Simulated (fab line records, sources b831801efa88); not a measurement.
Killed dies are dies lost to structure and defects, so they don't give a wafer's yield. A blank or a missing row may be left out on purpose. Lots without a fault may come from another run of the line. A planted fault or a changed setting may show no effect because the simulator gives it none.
A struck lot beside a sound one | flow gf180mcu | 17 steps out of a route of 602
Sound: wafers L487.1, L487.3, L487.5. Struck: wafers L488.1, L488.5, L488.6. The cause comes at the end.
At each step with rows: each side's tool, then ch and its chambers, then its first start. Under that, the readings that differ: sound wafers | struck wafers | difference of the means | sigmas: that difference in standard deviations of wafers without a fault.
alike: readings whose means differ by less than 2 such deviations, and words and numbers that are the same on both sides. not compared: withheld readings, readings that some wafer has no value for, bounds like >300 that may hide the same value, and numbers for which the record gives no deviation and whose values overlap.
The two part at a step that has a row with sigmas, a row that says differs or no value, or rows on one side only. Numbers that don't overlap but have no deviation are shown without sigmas and don't part them. A reading that every wafer of one side lacks parts them only if that side has two wafers or more.

first, 1 step without rows for these wafers: GF_STI_OXIDATION_01 (stabilise 600 s, purge 300 s, target thk 10 nm).
GF_STI_THK_MEAS_02:
  sound on film_metro-02, day 3 13:31; struck on film_metro-04, day 3 18:31
  alike: STI_OXIDATION_THK
then, 1 step without rows for these wafers: GF_STI_CVD_03 (deposits Si3N4 from DCS/NH3, target thk 207.16 nm, time 3551 s).
GF_STI_THK_MEAS_04:
  sound on film_metro-03, day 3 15:34; struck on film_metro-03, day 3 20:34
  reading             | sound             | struck            | difference | sigmas
  STI_CVD_03_THK (nm) | 202.3 201.8 201.2 | 208.0 208.0 208.4 | +6.4       | +4
then, 7 steps without rows for these wafers: GF_STI_DEHYDRATE_05 (time 60 s); GF_STI_HMDS_06 (prime time 60 s); GF_STI_COAT_07 (resist thk 700 nm); GF_STI_SOFTBAKE_08 (time 60 s); GF_STI_EXPOSE_09 (exposes mask COMP, target cd 220 nm); GF_STI_PEB_10 (peb time 90 s); GF_STI_DEVELOP_11 (develop time 60 s).
GF_STI_CD_MEAS_12: target cd 220 nm.
  sound on cd_sem-01, day 4 04:00; struck on cd_sem-01, day 4 10:06
  alike: cd_nm
GF_STI_ETCH_13: etches the open film in CHF3/O2, stops on Si, target depth 282.31 nm, time 112.9 s.
  sound on rie_diel-03 ch 0,1, day 4 04:07; struck on rie_diel-02 ch 0,3, day 4 10:13
  reading                              | sound             | struck            | difference | sigmas
  oes_product_au (a.u.)                | 0.825 0.826 0.816 | 0.785 0.785 0.787 | -0.037     | -6
  throttle_valve_pct (%)               | 8.799 8.808 8.812 | 8.788 8.782 8.792 | -0.019     | -2
  model.KrF_of_STI_COAT_07.thk_nm (nm) | 434.3 438 438.7   | 408.9 408.5 411.5 | -27.4      |
  alike: drypump_motor_current_A
  not compared: rf_hours_counter_h
GF_STI_ETCH_14: etches Si in HBr/Cl2/O2, target depth 360 nm, time 102.9 s.
  sound on rie_si-01 ch 0,2,3, day 4 04:12; struck on rie_si-02 ch 0,2, day 4 10:18
  reading                              | sound             | struck          | difference | sigmas
  model.KrF_of_STI_COAT_07.thk_nm (nm) | 314.8 317.2 316.4 | 287 287.3 290.2 | -28        |
  alike: drypump_motor_current_A, oes_product_au, throttle_valve_pct
  not compared: rf_hours_counter_h
GF_STI_STRIP_15: strips in O2/N2.
  sound on plasma_asher-03 ch 0, day 4 04:17; struck on plasma_asher-04 ch 0,1, day 4 10:23
  reading                      | sound             | struck            | difference | sigmas
  oes_product_au (a.u.)        | 0.383 0.384 0.381 | 0.373 0.365 0.367 | -0.014     | -3
  strip_time_to_endpoint_s (s) | 3.67 3.71 3.70    | 3.36 3.38 3.41    | -0.31      | -7
  alike: drypump_motor_current_A, heater_power_w
  not compared: rf_hours_counter_h
then, 2 steps without rows for these wafers: GF_STI_CLEAN_16 (cleans in dHF, time 25 s); GF_PASSIVATION_PROBE_99.

WHERE THEY PART
First at GF_STI_THK_MEAS_04; last, within this record, at GF_STI_STRIP_15.

WHY: what the simulator had put in
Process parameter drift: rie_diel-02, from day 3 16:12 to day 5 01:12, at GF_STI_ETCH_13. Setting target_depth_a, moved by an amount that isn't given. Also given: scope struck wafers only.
